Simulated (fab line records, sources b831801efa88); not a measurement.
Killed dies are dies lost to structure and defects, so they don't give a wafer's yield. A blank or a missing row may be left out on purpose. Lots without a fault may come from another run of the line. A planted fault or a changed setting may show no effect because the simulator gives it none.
fab line records | flow sfq_line
record lots=6 wafers=18 last_day=96
route steps=325 shown M3@132 I3@133
lots that met no fault: from a run of the same line without faults
start_h: hours from the record's first day to the start of the lot's first wafer shown | wait_h: hours since the lot's step before | " the same as in the row above | L1.1+2: a row that stands for several wafers | - no value, or no start given | * or withheld: withheld | < > ~ a bound
route shown NAME@n: a module of which the file shows steps, and the number in the route of the first | usual: mean/standard deviation of fault-free wafers | same: alike in all rows | chamber/n: place in a boat | sites: the reading at each site | _std_site: their standard deviation | _edge_site: outer sites' mean less inner sites' | radius_mm: how far each site lies from the wafer's centre | mask NAME#n: copy n | behind: the tool/chamber that last shaped the wafer | hold: why the lot was held/for how many hours/how that ended | device: the transistor (n, p or np) that didn't switch | end of line: the same wafers' tests at the end of the route | a step without rows: its recipe alone | killed: dies lost to structure and defects at the first sort, not the wafer's yield | map: a wafer's dies, x killed, . not, _ none there
set.NAME: the setting as run; set.NAME@STEP: as run at that earlier step | model.NAME: the simulator's own value behind a step, which no gauge read
lots at some steps of the route; a table a step, a row a wafer
services: from which hour (start_h, from the record's first day; less than 0 if before it) a tool's chamber was out of use, for how many hours, and why
## steps
# step SFQ_TRILAYER_M3_STRIP_SOLV_CLEAN_080
# recipe chemistry=NMP temp_c=70 time_s=600
# step SFQ_TRILAYER_I3_DEP_PECVD_081
# recipe material=SiO2 temp_c=150 time_s=111.11 pressure_torr=2.4 rf_w=183.3 precursor=SiH4/N2O target_thk_nm=500
# usual heater_power_w=84/14 throttle_valve_pct=24.1/0.93
# columns lot.wafer tool chamber start_h wait_h heater_power_w throttle_valve_pct
L930.1 pecvd-01 2 1113.36 0.0 82 22.0
L930.3 " 0 " " 82 23.6
L930.4 " 0 " " 86 23.6
L931.2 pecvd-03 0 1122.78 0.0 68 24.6
L931.5 " 1 " " 86 24.5
L931.6 " 0 " " 69 23.9
L936.3 pecvd-03 0 1304.05 0.0 64 24.5
L936.5 " 2 " " 83 24.0
L936.6 " 1 " " 90 24.6
L938.3 pecvd-01 0 1325.77 0.0 83 24.5
L938.4 " 2 " " 82 22.7
L938.5 " 0 " " 87 24.4
L939.2 pecvd-03 0 1338.97 0.0 64 24.1
L939.4 " 2 " " 92 23.8
L939.5 " 0 " " 66 24.4
L943.1 pecvd-03 2 1371.64 0.0 93 24.1
L943.3 " 0 " " 66 24.3
L943.4 " 1 " " 77 24.7
# step SFQ_TRILAYER_I3_CMP_CMP_082
# recipe material=SiO2 down_force_psi=3 platen_rpm=60 pad_velocity_m_s=0.94248
# usual head_pressure_psi=3.000/0.0064 motor_current_A=10.3/0.97 platen_rpm=60.00/0.044 time_to_endpoint_s=218/7.1
# columns lot.wafer tool chamber start_h wait_h head_pressure_psi motor_current_A platen_rpm time_to_endpoint_s
L930.3 cmp-02 3 1115.72 2.3 2.998 9.4 59.90 219
L930.4 " 0 " " 2.994 8.6 59.97 218
L930.1 " 1 " " 2.996 12.0 60.01 209
L931.2 cmp-01 3 1122.86 0.0 3.007 10.7 60.00 221
L931.6 " 3 1124.86 2.0 3.004 10.8 60.04 229
L931.5 " 0 " " 3.001 9.9 59.89 230
L936.3 cmp-02 3 1304.73 0.6 2.995 8.6 59.95 219
L936.6 " 3 1306.73 2.6 2.999 9.3 59.97 215
L936.5 " 0 " " 3.000 8.7 60.06 223
L938.4 cmp-02 2 1327.06 1.2 2.989 11.3 59.97 213
L938.3 " 3 " " 3.002 9.5 59.94 206
L938.5 " 0 " " 3.006 8.8 60.01 216
L939.4 cmp-01 0 1339.55 0.5 3.006 10.1 59.97 232
L939.2 " 1 " " 2.999 9.7 60.02 225
L939.5 " 0 1341.55 2.5 3.005 10.0 59.92 236
L943.4 cmp-02 3 1372.48 0.8 3.002 9.2 59.99 228
L943.1 " 0 " " 2.985 8.9 59.98 220
L943.3 " 2 1373.98 2.3 3.005 11.5 59.91 219
# step SFQ_I3_BOW_MEAS_922
# recipe mode=bow
# usual I3_BOW=2/11
# columns lot.wafer tool chamber start_h wait_h I3_BOW[um]
L930.1 film_metro-02 - 1118.22 1.0 13
L930.3 " - " " 33
L930.4 " - " " 8
L931.2 film_metro-01 - 1125.88 2.5 -5
L931.5 " - " " -5
L931.6 " - " " -6
L936.3 film_metro-01 - 1307.77 2.5 13
L936.5 " - " " 3
L936.6 " - " " -7
L938.3 film_metro-03 - 1329.10 1.0 16
L938.4 " - " " 13
L938.5 " - " " 23
L939.2 film_metro-03 - 1342.07 1.5 1
L939.4 " - " " -11
L939.5 " - " " -7
L943.1 film_metro-03 - 1375.48 2.0 6
L943.3 " - " " 15
L943.4 " - " " -8
# step SFQ_TRILAYER_I3_METRO_MEASURE_083
# usual thk_nm=198.4/1.1
# columns lot.wafer tool chamber start_h wait_h thk_nm
L930.1 film_metro-02 - 1118.34 0.1 197.0
L930.3 " - " " 199.8
L930.4 " - " " 200.0
L931.2 film_metro-01 - 1126.18 0.3 199.7
L931.5 " - " " 200.9
L931.6 " - " " 200.3
L936.3 film_metro-01 - 1308.25 0.5 197.2
L936.5 " - " " 198.0
L936.6 " - " " 198.4
L938.3 film_metro-03 - 1329.58 0.5 198.5
L938.4 " - " " 198.0
L938.5 " - " " 199.0
L939.2 film_metro-03 - 1342.37 0.3 199.2
L939.4 " - " " 199.7
L939.5 " - " " 200.5
L943.1 film_metro-03 - 1375.60 0.1 198.1
L943.3 " - " " 197.0
L943.4 " - " " 197.7
# step SFQ_TRILAYER_I3_VIA_LITHO_COAT_090
# recipe resist=BARC spin_rpm=3000 resist_thk_nm=62
# step SFQ_TRILAYER_I3_VIA_LITHO_COAT_085
# recipe resist=KrF spin_rpm=3000 resist_thk_nm=650
# step SFQ_TRILAYER_I3_VIA_LITHO_SOFTBAKE_089
# recipe temp_c=withheld time_s=withheld resist=KrF
# step SFQ_TRILAYER_I3_VIA_LITHO_EXPOSE_086
# recipe mask_id=I3 na=0.6 source_shape=conventional sigma_outer=0.65 target_cd_nm=500 dose_mj=21.3
# step SFQ_TRILAYER_I3_VIA_LITHO_PEB_088
# recipe peb_temp_c=115.7 peb_time_s=60 resist=KrF
# step SFQ_TRILAYER_I3_VIA_LITHO_DEVELOP_087
# recipe time_s=60 resist=KrF
# step SFQ_I3_OVL_MEAS_923
# usual I3_OVL=2/5.2
# columns lot.wafer tool chamber start_h wait_h I3_OVL[nm]
L930.1 overlay-01 - 1260.80 0.1 1
L930.3 " - " " 4
L930.4 " - " " 1
L931.2 overlay-02 - 1268.13 0.1 9
L931.5 " - " " 12
L931.6 " - " " 6
L936.3 overlay-01 - 1311.31 0.1 -3
L936.5 " - " " -8
L936.6 " - " " -5
L938.3 overlay-02 - 1333.20 0.1 8
L938.4 " - " " 6
L938.5 " - " " 2
L939.2 overlay-01 - 1345.75 0.1 7
L939.4 " - " " 3
L939.5 " - " " 14
L943.1 overlay-01 - 1380.38 0.1 -11
L943.3 " - " " -3
L943.4 " - " " 3
# step SFQ_TRILAYER_I3_VIA_BARC_OPEN_VIA_ETCH_121
# recipe mask_material=PR chemistry=O2 target_depth_nm=125 target=BARC source_w=500 bias_w=80 pressure_mtorr=30 time_s=41.7
# usual bias_w=79.98/0.26 drypump_motor_current_A=6.0/0.39 oes_product_au=0.685/0.0043
# columns lot.wafer tool chamber start_h wait_h bias_w drypump_motor_current_A oes_product_au rf_hours_counter_h model.KrF_of_TRILAYER_I3_VIA_LITHO_COAT_085.thk_nm
L930.1 rie_diel-02 1 1260.84 0.0 80.29 5.7 0.681 14 573.9
L930.3 " 3 " " 80.24 6.4 0.688 9 574.9
L930.4 " 2 " " 79.90 6.3 0.691 7 573.8
L931.2 rie_diel-02 2 1268.16 0.0 79.83 6.3 0.687 7 574.1
L931.5 " 3 " " 80.27 6.4 0.680 - 574.6
L931.6 " 2 " " 79.78 6.2 0.692 - 574.4
L936.3 rie_diel-03 1 1311.33 0.0 80.07 5.5 0.687 12 571
L936.5 " 2 " " 79.70 6.5 0.687 - 571.4
L936.6 " 3 " " 80.09 6.3 0.687 - 573.6
L938.3 rie_diel-03 2 1333.22 0.0 79.67 6.5 0.687 7 556.8
L938.4 " 0 " " 79.44 6.4 0.690 5 557.3
L938.5 " 0 " " 79.74 6.4 0.681 - 557.3
L939.2 rie_diel-03 3 1345.78 0.0 79.67 6.3 0.691 14 556.4
L939.4 " 1 " " 80.02 5.5 0.686 12 555.8
L939.5 " 1 " " 79.68 5.5 0.679 - 555.4
L943.1 rie_diel-04 0 1380.42 0.0 79.82 6.0 0.681 11 574
L943.3 " 1 " " 80.00 5.3 0.684 7 572.5
L943.4 " 3 " " 80.01 5.5 0.679 17 574.5
# step SFQ_TRILAYER_I3_VIA_ETCH_VIA_ETCH_088
# recipe target=SiO2 stop_on=Nb mask_material=PR taper_deg=20 chemistry=CHF3 target_depth_nm=260 source_w=500 bias_w=80 pressure_mtorr=30 time_s=withheld
# usual bias_w=80.01/0.24 drypump_motor_current_A=6.0/0.4 oes_product_au=0.850/0.0053
# columns lot.wafer tool chamber start_h wait_h bias_w drypump_motor_current_A oes_product_au model.KrF_of_TRILAYER_I3_VIA_LITHO_COAT_085.thk_nm
L930.1 rie_diel-02 1 1260.88 0.0 79.74 5.7 0.842 529.2
L930.3 " 3 " " 79.96 6.4 0.852 531.2
L930.4 " 2 " " 79.93 6.2 0.847 529.2
L931.2 rie_diel-02 2 1268.20 0.0 80.07 6.3 0.849 530.2
L931.5 " 3 " " 79.83 6.4 0.862 530.8
L931.6 " 2 " " 79.95 6.3 0.858 530.2
L936.3 rie_diel-03 1 1311.37 0.0 80.25 5.4 0.847 525.8
L936.5 " 2 " " 80.24 6.5 0.842 525.7
L936.6 " 3 " " 79.96 6.2 0.854 528.1
L938.3 rie_diel-03 2 1333.26 0.0 80.19 6.5 0.854 510.7
L938.4 " 0 " " 79.83 6.4 0.849 512.4
L938.5 " 0 " " 79.83 6.4 0.851 512.4
L939.2 rie_diel-03 3 1345.82 0.0 79.89 6.2 0.857 510.7
L939.4 " 1 " " 80.14 5.5 0.853 510.1
L939.5 " 1 " " 80.28 5.5 0.860 510.1
L943.1 rie_diel-04 0 1380.46 0.0 79.88 6.0 0.846 529.9
L943.3 " 1 " " 80.24 5.3 0.844 527.5
L943.4 " 3 " " 79.68 5.5 0.855 530.5
# step SFQ_TRILAYER_I3_VIA_STRIP_STRIP_089
# recipe gas=O2 power_w=200 platen_temp_c=40 overash_fraction=0.65 chemistry=O2 pressure_mtorr=50
# usual drypump_motor_current_A=6.0/0.31 oes_product_au=0.999/0.0078
# columns lot.wafer tool chamber start_h wait_h drypump_motor_current_A oes_product_au rf_hours_counter_h
L930.1 rie_metal-04 0 1260.99 - 5.7 0.984 23
L930.3 " 0 " " 5.7 0.996 -
L930.4 " 0 " " 5.7 0.995 -
L931.2 rie_metal-04 1 1268.31 - 6.4 0.991 111
L931.5 " 1 " " 6.4 0.998 -
L931.6 " 1 " " 6.4 0.993 -
L936.3 rie_metal-04 1 1311.68 - 6.4 0.995 -
L936.5 " 0 " " 5.7 0.997 -
L936.6 " 1 " " 6.4 1.000 -
L938.3 rie_metal-01 0 1333.58 - 5.6 1.005 -
L938.4 " 1 " " 5.9 1.005 -
L938.5 " 0 " " 5.6 1.005 -
L939.2 rie_metal-01 0 1345.93 - 5.6 1.002 100
L939.4 " 0 " " 5.6 0.997 -
L939.5 " 1 " " 5.9 1.005 -
L943.1 rie_metal-04 0 1380.57 - 5.7 0.999 36
L943.3 " 0 " " 5.7 0.995 -
L943.4 " 1 " " 6.4 0.992 -
## services
# columns tool chamber start_h hours kind
cmp-02 - 1091.83 3.9 pm
pecvd-03 - 1094.09 6.0 pm
film_metro-03 - 1094.55 0.4 pm
cmp-01 - 1097.90 1.4 repair
film_metro-03 - 1139.24 0.4 pm
rie_diel-03 - 1139.75 0.4 repair
rie_diel-03 - 1145.17 10.0 pm
rie_diel-02 - 1169.76 2.8 pm
pecvd-03 - 1203.47 2.8 pm
cmp-02 - 1224.24 1.5 repair
rie_diel-03 2 1238.97 7.8 repair
rie_metal-04 1 1249.74 12.6 repair
rie_diel-03 2 1257.84 9.7 repair
cmp-02 - 1258.09 4.0 pm
rie_diel-02 3 1270.91 15.5 repair
rie_diel-02 1 1282.58 5.2 repair
film_metro-03 - 1291.14 0.5 pm
cmp-02 - 1309.86 1.5 repair
rie_metal-04 - 1315.15 28.1 pm
cmp-02 - 1316.89 6.2 pm
film_metro-03 - 1339.55 1.3 pm
rie_diel-02 2 1349.58 13.8 repair
rie_diel-02 0 1354.82 8.8 repair
rie_diel-02 - 1376.86 0.8 repair
## key
first_sign none at tools or gauges
model_effect step=SFQ_TRILAYER_I3_VIA_BARC_OPEN_VIA_ETCH_121 value=KrF_of_TRILAYER_I3_VIA_LITHO_COAT_085.thk_nm without=572.2 struck=556.5
model_effect step=SFQ_TRILAYER_I3_VIA_ETCH_VIA_ETCH_088 value=KrF_of_TRILAYER_I3_VIA_LITHO_COAT_085.thk_nm without=526.8 struck=511.1
met_at SFQ_TRILAYER_I3_VIA_BARC_OPEN_VIA_ETCH_121
struck_wafers L938.3,L938.4,L938.5,L939.2,L939.4,L939.5
onset_between 1311.33 1333.22
fault kind=process_parameter_drift tool=rie_diel-03 chamber=- onset_h=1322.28 steps=SFQ_TRILAYER_I3_VIA_BARC_OPEN_VIA_ETCH_121 channel=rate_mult offset=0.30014 shape=step end_h=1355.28
